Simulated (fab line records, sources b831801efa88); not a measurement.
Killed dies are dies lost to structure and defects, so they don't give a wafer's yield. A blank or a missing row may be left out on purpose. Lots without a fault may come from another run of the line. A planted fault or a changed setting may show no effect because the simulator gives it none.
fab line records | flow sky130
record lots=12 wafers=36 last_day=50
route steps=708 shown LI_CONTACT@383 LOCAL_INTERCONNECT@398 CONTACT@417 PAD_OPEN@708
lots that met no fault: from a run of the same line without faults
start_h: hours from the record's first day to the start of the lot's first wafer shown | wait_h: hours since the lot's step before | " the same as in the row above | L1.1+2: a row that stands for several wafers | - no value, or no start given | * or withheld: withheld | < > ~ a bound
route shown NAME@n: a module of which the file shows steps, and the number in the route of the first | usual: mean/standard deviation of fault-free wafers | same: alike in all rows | chamber/n: place in a boat | sites: the reading at each site | _std_site: their standard deviation | _edge_site: outer sites' mean less inner sites' | radius_mm: how far each site lies from the wafer's centre | mask NAME#n: copy n | behind: the tool/chamber that last shaped the wafer | hold: why the lot was held/for how many hours/how that ended | device: the transistor (n, p or np) that didn't switch | end of line: the same wafers' tests at the end of the route | a step without rows: its recipe alone | killed: dies lost to structure and defects at the first sort, not the wafer's yield | map: a wafer's dies, x killed, . not, _ none there
set.NAME: the setting as run; set.NAME@STEP: as run at that earlier step | model.NAME: the simulator's own value behind a step, which no gauge read
steps of the route over a sample of lots; a table a step, a row a wafer
services: from which hour (start_h, from the record's first day; less than 0 if before it) a tool's chamber was out of use, for how many hours, and why
## steps
# step SKY_LI_CONTACT_CVD_21
# recipe material=W target_thk_nm=400 time_s=120.56 temp_c=400 pressure_torr=40
# usual heater_power_w=856/88 susceptor_temp_C=400.00/0.21
# columns lot.wafer tool chamber start_h wait_h heater_power_w susceptor_temp_C
L463.1 cvd_w-01 1 695.76 0.0 792 399.76
L463.3 " 1 " " 776 399.61
L463.4 " 0 " " 974 399.62
L465.1 cvd_w-02 0 717.40 0.0 848 399.84
L465.2 " 1 " " 759 399.94
L465.4 " 0 " " 862 399.83
L464.1 cvd_w-01 1 721.45 0.0 786 400.19
L464.4 " 0 " " 960 399.63
L464.6 " 0 " " 978 400.01
L468.3 cvd_w-02 1 741.93 0.1 762 399.76
L468.5 " 0 " " 854 400.14
L468.6 " 1 " " 764 399.71
L470.1 cvd_w-01 0 748.54 0.0 974 400.01
L470.2 " 1 " " 783 400.15
L470.3 " 0 " " 990 400.04
L469.2 cvd_w-01 1 749.54 0.0 792 399.98
L469.4 " 0 " " 978 399.82
L469.5 " 0 " " 990 400.11
L474.1 cvd_w-01 0 784.75 0.0 975 400.04
L474.4 " 0 " " 963 400.13
L474.5 " 0 " " 993 400.46
L476.3 cvd_w-02 1 799.20 0.1 763 399.83
L476.4 " 0 " " 866 399.96
L476.6 " 0 " " 890 400.27
L479.3 cvd_w-01 1 821.63 0.1 787 400.15
L479.4 " 0 " " 972 400.06
L479.5 " 0 " " 995 399.77
L483.2 cvd_w-01 0 849.56 0.0 977 399.81
L483.3 " 1 " " 785 399.71
L483.4 " 0 " " 997 400.00
L484.1 cvd_w-02 0 856.47 0.0 870 399.80
L484.4 " 1 " " 747 399.91
L484.5 " 1 " " 775 400.24
L485.1 cvd_w-01 1 858.39 0.0 805 399.47
L485.4 " 1 " " 766 399.90
L485.6 " 1 " " 804 399.69
# step SKY_LOCAL_INTERCONNECT_CD_MEAS_11
# recipe target_cd_nm=170
# usual cd_nm=170.5/1.4
# columns lot.wafer tool chamber start_h wait_h cd_nm
L463.1 cd_sem-02 - 724.73 - 169.5
L463.3 " - " " 168.0
L463.4 " - " " 168.4
L465.1 cd_sem-02 - 746.87 - 169.4
L465.2 " - " " 169.8
L465.4 " - " " 170.5
L464.1 cd_sem-01 - 750.42 - 169.6
L464.4 " - " " 169.6
L464.6 " - " " 169.0
L468.3 cd_sem-01 - 768.02 - 172.5
L468.5 " - " " 170.9
L468.6 " - " " 170.5
L470.1 cd_sem-02 - 776.77 - 169.2
L470.2 " - " " 170.5
L470.3 " - " " 168.9
L469.2 cd_sem-01 - 778.75 - 172.6
L469.4 " - " " 171.7
L469.5 " - " " 171.5
L474.1 cd_sem-02 - 812.53 - 171.7
L474.4 " - " " 173.3
L474.5 " - " " 170.5
L476.3 cd_sem-01 - 826.81 - 170.0
L476.4 " - " " 170.2
L476.6 " - " " 169.3
L479.3 cd_sem-01 - 848.52 - 171.2
L479.4 " - " " 173.1
L479.5 " - " " 170.3
L483.2 cd_sem-01 - 877.26 - 171.8
L483.3 " - " " 171.3
L483.4 " - " " 172.2
L484.1 cd_sem-01 - 882.88 - 172.9
L484.4 " - " " 172.6
L484.5 " - " " 172.8
L485.1 cd_sem-01 - 885.78 - 171.4
L485.4 " - " " 170.9
L485.6 " - " " 171.1
# step SKY_LOCAL_INTERCONNECT_ETCH_13
# recipe chemistry=N2/H2 target=BARC ion_energy_ev=200 bias_w=100 pressure_mtorr=30 n2_flow_sccm=100 h2_flow_sccm=200 icp_w=500 stop_on=SiO2 time_s=45.9 target_depth_a=600
# usual drypump_motor_current_A=5.43/0.28 h2_flow_sccm=200.1/0.65 n2_flow_sccm=99.98/0.29 oes_product_au=0.855/0.0053 throttle_valve_pct=13.224/0.0094
# columns lot.wafer tool chamber start_h wait_h drypump_motor_current_A h2_flow_sccm n2_flow_sccm oes_product_au rf_hours_counter_h throttle_valve_pct
L463.1 rie_metal-02 0 724.89 0.0 5.21 200.7 99.79 0.852 15 13.227
L463.3 " 1 " " 5.72 200.1 100.03 0.854 - 13.206
L463.4 " 0 " " 5.24 199.9 100.18 0.851 - 13.212
L465.1 rie_metal-01 0 747.03 0.0 5.74 199.4 100.21 0.848 3 13.227
L465.2 " 1 " " 5.27 199.2 99.97 0.855 10 13.228
L465.4 " 1 " " 5.27 199.6 99.91 0.860 - 13.228
L464.1 rie_metal-01 1 750.58 0.0 5.27 199.5 99.52 0.858 10 13.227
L464.4 " 0 " " 5.75 200.5 99.78 0.864 - 13.248
L464.6 " 1 " " 5.26 200.1 99.66 0.853 - 13.223
L468.3 rie_metal-02 1 768.18 0.1 5.73 200.6 99.99 0.855 - 13.223
L468.5 " 1 " " 5.72 200.2 100.41 0.849 - 13.230
L468.6 " 1 " " 5.73 200.6 100.01 0.856 - 13.219
L470.1 rie_metal-02 0 776.93 0.0 5.24 199.1 99.93 0.848 0 13.216
L470.2 " 1 " " 5.72 199.4 100.52 0.855 8 13.230
L470.3 " 0 " " 5.21 199.6 100.02 0.850 - 13.213
L469.2 rie_metal-02 1 778.89 0.0 5.71 199.9 100.03 0.857 8 13.212
L469.4 " 0 " " 5.23 199.8 99.71 0.853 - 13.222
L469.5 " 0 " " 5.23 200.1 100.21 0.854 - 13.224
L474.1 rie_metal-01 0 812.69 0.0 5.78 199.8 99.76 0.856 5 13.210
L474.4 " 0 " " 5.73 199.6 99.94 0.850 - 13.213
L474.5 " 0 " " 5.76 199.4 99.99 0.860 - 13.216
L476.3 rie_metal-01 1 826.95 0.0 5.29 199.6 100.68 0.861 - 13.218
L476.4 " 0 " " 5.75 201.7 99.63 0.857 - 13.226
L476.6 " 1 " " 5.28 198.4 100.31 0.862 - 13.234
L479.3 rie_metal-03 0 848.68 0.1 5.05 199.5 99.64 0.863 - 13.235
L479.4 " 0 " " 5.02 200.0 100.36 0.845 - 13.221
L479.5 " 0 " " 5.03 199.1 100.48 0.853 - 13.224
L483.2 rie_metal-03 1 877.40 0.0 5.65 199.6 99.91 0.853 0 13.222
L483.3 " 1 " " 5.60 199.1 100.73 0.861 - 13.235
L483.4 " 0 " " 5.05 199.8 100.22 0.847 - 13.244
L484.1 rie_metal-02 1 883.04 0.0 5.72 200.4 99.71 0.860 12 13.249
L484.4 " 1 " " 5.72 200.4 100.19 0.854 - 13.219
L484.5 " 1 " " 5.72 200.2 99.98 0.853 - 13.213
L485.1 rie_metal-02 0 885.94 0.0 5.24 200.6 100.55 0.855 5 13.231
L485.4 " 0 " " 5.24 200.0 100.41 0.858 - 13.213
L485.6 " 1 " " 5.71 200.5 99.78 0.860 - 13.236
# step SKY_CONTACT_EXPOSE_11
# recipe mask_id=CTM1 na=0.8 source_shape=annular sigma_inner=0.55 sigma_outer=0.85 target_cd_nm=170 dose_mj=38
# usual exposure_dose_mJ_cm2=37.98/0.059
# same sigma_outer=0.85
# columns lot.wafer tool chamber start_h wait_h mask exposure_dose_mJ_cm2
L463.1 krf_scanner-01 0 740.86 - CTM1#0 37.92
L463.3 " 0 " " CTM1#0 37.95
L463.4 " 0 " " CTM1#0 37.88
L465.1 krf_scanner-01 0 762.96 - CTM1#0 37.98
L465.2 " 0 " " CTM1#0 37.97
L465.4 " 0 " " CTM1#0 37.97
L464.1 krf_scanner-02 0 766.14 - CTM1#0 37.99
L464.4 " 0 " " CTM1#0 37.98
L464.6 " 0 " " CTM1#0 38.00
L468.3 krf_scanner-02 0 785.75 - CTM1#0 38.02
L468.5 " 0 " " CTM1#0 38.02
L468.6 " 0 " " CTM1#0 37.97
L470.1 krf_scanner-02 0 792.51 - CTM1#0 38.00
L470.2 " 0 " " CTM1#0 38.10
L470.3 " 0 " " CTM1#0 38.06
L469.2 krf_scanner-02 0 794.28 - CTM1#0 33.66
L469.4 " 0 " " CTM1#0 33.68
L469.5 " 0 " " CTM1#0 33.64
L474.1 krf_scanner-02 0 827.93 - CTM1#0 34.58
L474.4 " 0 " " CTM1#0 34.61
L474.5 " 0 " " CTM1#0 34.65
L476.3 krf_scanner-01 0 841.98 - CTM1#0 37.98
L476.4 " 0 " " CTM1#0 37.92
L476.6 " 0 " " CTM1#0 37.94
L479.3 krf_scanner-01 0 863.76 - CTM1#0 37.89
L479.4 " 0 " " CTM1#0 37.95
L479.5 " 0 " " CTM1#0 37.93
L483.2 krf_scanner-01 0 892.43 - CTM1#0 37.93
L483.3 " 0 " " CTM1#0 37.91
L483.4 " 0 " " CTM1#0 37.98
L484.1 krf_scanner-01 0 897.77 - CTM1#0 37.95
L484.4 " 0 " " CTM1#0 38.00
L484.5 " 0 " " CTM1#0 37.93
L485.1 krf_scanner-01 0 901.06 - CTM1#0 37.95
L485.4 " 0 " " CTM1#0 37.92
L485.6 " 0 " " CTM1#0 37.93
# step SKY_CONTACT_CD_MEAS_14
# recipe target_cd_nm=170
# usual cd_nm=169.4/1.4
# columns lot.wafer tool chamber start_h wait_h cd_nm
L463.1 cd_sem-02 - 753.71 - 170.3
L463.3 " - " " 169.5
L463.4 " - " " 169.3
L465.1 cd_sem-01 - 776.11 - 171.6
L465.2 " - " " 172.1
L465.4 " - " " 170.6
L464.1 cd_sem-01 - 779.31 - 170.9
L464.4 " - " " 168.3
L464.6 " - " " 169.6
L468.3 cd_sem-01 - 799.32 - 168.7
L468.5 " - " " 169.4
L468.6 " - " " 170.3
L470.1 cd_sem-01 - 806.23 - 170.3
L470.2 " - " " 171.6
L470.3 " - " " 169.4
L469.2 cd_sem-01 - 807.24 - 145.8
L469.4 " - " " 145.7
L469.5 " - " " 146.8
L474.1 cd_sem-01 - 841.26 - 152.2
L474.4 " - " " 154.1
L474.5 " - " " 153.0
L476.3 cd_sem-02 - 855.45 - 166.9
L476.4 " - " " 167.6
L476.6 " - " " 167.7
L479.3 cd_sem-02 - 876.87 - 168.7
L479.4 " - " " 169.1
L479.5 " - " " 169.6
L483.2 cd_sem-01 - 905.05 - 170.4
L483.3 " - " " 169.6
L483.4 " - " " 170.4
L484.1 cd_sem-01 - 910.33 - 169.2
L484.4 " - " " 170.0
L484.5 " - " " 168.9
L485.1 cd_sem-01 - 913.96 - 167.8
L485.4 " - " " 169.5
L485.6 " - " " 170.9
# step SKY_PAD_OPEN_PROBE_99
# usual killed_at_M0_to_M3=43/6.8 killed_at_M4_up=3.2/2 killed_at_contacts=24/5.3 killed_at_front_end=16/4.4 killed_at_other=0.3/0.54 killed_dies=86/9.4 killed_open=48/6.6 killed_short=38/6.5
# same gross_dies=492 killed_at_back_side=0
# columns lot.wafer tool chamber start_h wait_h killed_at_M0_to_M3 killed_at_M4_up killed_at_contacts killed_at_front_end killed_at_other killed_dies killed_open killed_short
L463.1 prober-01 - 1099.78 0.1 33 2 24 16 0 75 42 33
L463.3 prober-01 - 1099.88 0.2 48 5 19 16 0 88 45 43
L463.4 prober-01 - 1099.93 0.2 57 3 23 17 1 101 54 47
L465.1 prober-02 - 1114.64 0.1 38 3 19 18 0 78 44 34
L465.2 prober-02 - 1114.69 0.1 42 3 22 14 0 81 50 31
L465.4 prober-02 - 1114.79 0.2 47 5 17 19 1 89 52 37
L464.1 prober-02 - 1119.22 0.1 52 8 24 14 1 99 52 47
L464.4 prober-02 - 1119.37 0.2 49 4 29 14 0 96 46 50
L464.6 prober-02 - 1119.47 0.2 52 2 18 18 0 90 42 48
L469.2 prober-02 - 1140.55 0.1 46 2 44 17 0 109 52 33
L469.4 prober-02 - 1140.65 0.2 36 4 69 5 0 114 42 35
L469.5 prober-02 - 1140.70 0.2 31 4 56 17 1 109 47 32
L474.1 prober-02 - 1164.48 0.1 50 1 29 11 0 91 53 30
L474.4 prober-02 - 1164.63 0.2 39 3 24 15 1 82 45 36
L474.5 prober-02 - 1164.68 0.2 46 1 32 16 0 95 43 48
L479.3 prober-01 - 1188.55 0.2 49 3 13 15 0 80 44 36
L479.4 prober-01 - 1188.60 0.2 45 2 22 22 0 91 46 45
L479.5 prober-01 - 1188.65 0.2 30 5 32 13 1 81 46 35
L483.2 prober-02 - 1206.58 0.1 38 2 24 17 0 81 53 28
L484.1 prober-01 - 1208.10 0.1 52 2 26 22 1 103 53 48
L484.4 prober-01 - 1208.25 0.2 34 6 31 16 1 88 46 41
L484.5 prober-01 - 1208.30 0.2 32 6 21 23 0 82 49 33
# killed by level:class
L463.1 VIA1:geometric_particle:open=9 CONTACT:geometric_particle:open=8 LOCAL_INTERCONNECT:geometric_particle:short=7 FIELD_ISO:geometric_particle:short=6 LI_CONTACT:geometric_particle:open=6 VIA3:geometric_particle:open=6 VIA2:geometric_particle:open=4 METAL2:geometric_particle:short=3
L463.3 VIA1:geometric_particle:open=14 VIA2:geometric_particle:open=8 CONTACT:geometric_particle:open=7 CONTACT:geometric_particle:short=6 FIELD_ISO:geometric_particle:short=5 FIELD_ISO:geometric_particle:open=5 METAL2:geometric_particle:short=5 LI_CONTACT:geometric_particle:short=4
L463.4 CONTACT:geometric_particle:open=12 VIA1:geometric_particle:open=12 METAL2:geometric_particle:short=9 VIA3:geometric_particle:open=8 VIA2:geometric_particle:open=6 VIA2:geometric_particle:short=5 METAL3:geometric_particle:short=5 FIELD_ISO:geometric_particle:short=4
L465.1 VIA1:geometric_particle:open=7 POLY_GATE:geometric_particle:short=6 LI_CONTACT:geometric_particle:open=6 CONTACT:geometric_particle:open=6 FIELD_ISO:geometric_particle:open=5 VIA2:geometric_particle:open=5 POLY_GATE:geometric_particle:open=5 METAL1:geometric_particle:short=5
L465.2 LI_CONTACT:geometric_particle:open=10 VIA1:geometric_particle:open=9 VIA3:geometric_particle:open=7 VIA2:geometric_particle:open=5 CONTACT:geometric_particle:open=5 METAL2:geometric_particle:short=5 METAL3:geometric_particle:short=4 METAL1:geometric_particle:open=4
L465.4 VIA1:geometric_particle:open=15 VIA2:geometric_particle:open=9 CONTACT:geometric_particle:open=7 METAL1:geometric_particle:short=6 POLY_GATE:geometric_particle:open=5 POLY_GATE:geometric_particle:short=4 VIA3:geometric_particle:open=4 FIELD_ISO:geometric_particle:short=3
L464.1 CONTACT:geometric_particle:open=10 LI_CONTACT:geometric_particle:open=8 VIA1:geometric_particle:open=7 METAL1:geometric_particle:short=7 VIA1:geometric_particle:short=7 VIA2:geometric_particle:open=7 VIA3:geometric_particle:short=5 VIA3:geometric_particle:open=5
L464.4 CONTACT:geometric_particle:open=11 VIA1:geometric_particle:short=9 VIA3:geometric_particle:open=9 LI_CONTACT:geometric_particle:open=7 FIELD_ISO:geometric_particle:short=6 METAL1:geometric_particle:short=6 VIA1:geometric_particle:open=6 METAL2:geometric_particle:short=6
L464.6 VIA1:geometric_particle:open=12 METAL1:geometric_particle:short=11 CONTACT:geometric_particle:open=7 METAL3:geometric_particle:short=7 CONTACT:geometric_particle:short=6 FIELD_ISO:geometric_particle:open=5 FIELD_ISO:geometric_particle:short=5 VIA2:geometric_particle:open=5
L469.2 CONTACT:area_expose=24 VIA1:geometric_particle:open=17 CONTACT:geometric_particle:open=11 VIA2:geometric_particle:open=8 METAL2:geometric_particle:short=7 POLY_GATE:geometric_particle:short=4 VIA1:geometric_particle:short=4 VIA3:geometric_particle:open=4
L469.4 CONTACT:area_expose=37 CONTACT:geometric_particle:short=11 VIA1:geometric_particle:open=10 CONTACT:geometric_particle:open=10 VIA3:geometric_particle:open=6 LI_CONTACT:geometric_particle:open=5 VIA2:geometric_particle:open=4 METAL4:geometric_particle:short=4
L469.5 CONTACT:area_expose=30 CONTACT:geometric_particle:open=15 VIA1:geometric_particle:open=8 CONTACT:geometric_particle:short=6 VIA3:geometric_particle:open=5 VIA1:geometric_particle:short=5 SPACER:geometric_particle:open=4 FIELD_ISO:geometric_particle:open=3
L474.1 VIA1:geometric_particle:open=13 CONTACT:geometric_particle:open=9 LI_CONTACT:geometric_particle:open=8 VIA3:geometric_particle:open=7 METAL3:geometric_particle:short=7 CONTACT:area_expose=7 CONTACT:geometric_particle:short=5 VIA2:geometric_particle:open=5
L474.4 VIA2:geometric_particle:open=9 CONTACT:geometric_particle:open=8 VIA1:geometric_particle:open=8 FIELD_ISO:geometric_particle:short=6 CONTACT:geometric_particle:short=6 LI_CONTACT:geometric_particle:open=6 METAL3:geometric_particle:short=5 VIA3:geometric_particle:open=4
L474.5 CONTACT:geometric_particle:open=13 METAL1:geometric_particle:short=8 LI_CONTACT:geometric_particle:open=7 VIA2:geometric_particle:open=7 FIELD_ISO:geometric_particle:short=6 VIA1:geometric_particle:short=6 VIA3:geometric_particle:open=6 METAL2:geometric_particle:short=5
L479.3 METAL1:geometric_particle:short=9 VIA1:geometric_particle:open=9 VIA2:geometric_particle:open=8 FIELD_ISO:geometric_particle:open=5 POLY_GATE:geometric_particle:open=5 METAL2:geometric_particle:short=5 LOCAL_INTERCONNECT:geometric_particle:short=4 VIA1:geometric_particle:short=4
L479.4 LI_CONTACT:geometric_particle:open=8 FIELD_ISO:geometric_particle:short=7 CONTACT:geometric_particle:open=7 POLY_GATE:geometric_particle:short=6 METAL1:geometric_particle:short=6 VIA2:geometric_particle:open=6 VIA1:geometric_particle:open=6 POLY_GATE:geometric_particle:open=5
L479.5 CONTACT:geometric_particle:open=10 LI_CONTACT:geometric_particle:open=7 VIA1:geometric_particle:open=7 FIELD_ISO:geometric_particle:open=5 LOCAL_INTERCONNECT:geometric_particle:short=5 VIA3:geometric_particle:open=5 FIELD_ISO:geometric_particle:short=4 CONTACT:geometric_particle:short=4
L483.2 VIA1:geometric_particle:open=17 CONTACT:geometric_particle:open=8 LI_CONTACT:geometric_particle:open=7 VIA3:geometric_particle:open=6 FIELD_ISO:geometric_particle:short=4 FIELD_ISO:geometric_particle:open=3 POLY_GATE:geometric_particle:open=3 CONTACT:geometric_particle:short=3
L484.1 VIA1:geometric_particle:open=16 VIA3:geometric_particle:open=9 VIA1:geometric_particle:short=8 CONTACT:geometric_particle:short=7 CONTACT:geometric_particle:open=7 FIELD_ISO:geometric_particle:short=6 LOCAL_INTERCONNECT:geometric_particle:short=6 METAL1:geometric_particle:short=5
L484.4 LI_CONTACT:geometric_particle:open=12 CONTACT:geometric_particle:open=8 VIA1:geometric_particle:open=8 VIA1:geometric_particle:short=7 METAL4:geometric_particle:short=6 LOCAL_INTERCONNECT:geometric_particle:short=5 POLY_GATE:geometric_particle:open=4 VIA2:geometric_particle:open=4
L484.5 LI_CONTACT:geometric_particle:open=13 POLY_GATE:geometric_particle:short=9 VIA1:geometric_particle:open=9 VIA2:geometric_particle:open=6 FIELD_ISO:geometric_particle:open=5 CONTACT:geometric_particle:open=5 METAL4:geometric_particle:short=5 POLY_GATE:geometric_particle:open=4
## services
# columns tool chamber start_h hours kind
krf_scanner-01 - 693.94 0.8 pm
krf_scanner-01 - 695.26 0.7 repair
cvd_w-02 - 698.95 2.6 repair
krf_scanner-01 - 699.88 1.0 pm
krf_scanner-01 - 725.90 1.3 pm
cvd_w-02 0 727.03 5.5 repair
krf_scanner-01 - 736.63 0.2 repair
krf_scanner-02 - 743.04 0.8 pm
krf_scanner-02 - 751.52 1.0 pm
cvd_w-02 - 781.67 0.4 repair
cvd_w-01 1 783.09 7.0 repair
cvd_w-01 - 788.95 0.7 repair
krf_scanner-02 - 789.17 1.3 pm
krf_scanner-02 - 791.16 1.0 repair
rie_metal-01 - 832.78 0.2 repair
krf_scanner-02 - 833.86 1.9 repair
cvd_w-01 0 836.55 12.3 repair
krf_scanner-01 - 844.34 0.5 repair
krf_scanner-01 - 862.74 0.8 pm
krf_scanner-02 - 863.14 2.1 repair
krf_scanner-01 - 868.88 1.0 pm
krf_scanner-01 - 875.00 0.4 repair
rie_metal-02 1 896.19 13.8 repair
rie_metal-01 - 896.53 1.4 pm
## key
first_sign step=SKY_CONTACT_EXPOSE_11 reading=exposure_dose_mJ_cm2 direction=down sigmas=65 usual=* struck=*
effect step=SKY_CONTACT_CD_MEAS_14 reading=cd_nm direction=down sigmas=14 usual=169.4 struck=149.6 through=control_loop
effect step=SKY_PAD_OPEN_PROBE_99 reading=killed_at_contacts direction=up sigmas=3.6 usual=24 struck=42 wafers_moved=3
more_kills_born_at SKY_CONTACT_EXPOSE_11@krf_scanner-02=103
met_at SKY_CONTACT_EXPOSE_11
struck_lots L469,L474
tester_left_out L469,L474
loop_trim step=SKY_CONTACT_EXPOSE_11 setting=dose lots=L474
not_acting_at SKY_LI_CONTACT_CVD_21,SKY_LOCAL_INTERCONNECT_CD_MEAS_11,SKY_LOCAL_INTERCONNECT_ETCH_13
onset_between 792.51 794.28
fault kind=process_parameter_drift tool=krf_scanner-02 chamber=- onset_h=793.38 steps=SKY_CONTACT_EXPOSE_11 channel=dose_mj offset=-4.321 shape=step acts_in=these_recipes_only stated=38
# tester_left_out: of these lots the tester's yield and bins aren't shown, on N5 and GAA mostly nor the transistor test; their killed dies are dies lost to structure and defects alone, not to doping, threshold or leakage, so they don't give the yield
# loop_trim: a control loop set the setting to another value than it would have without faults
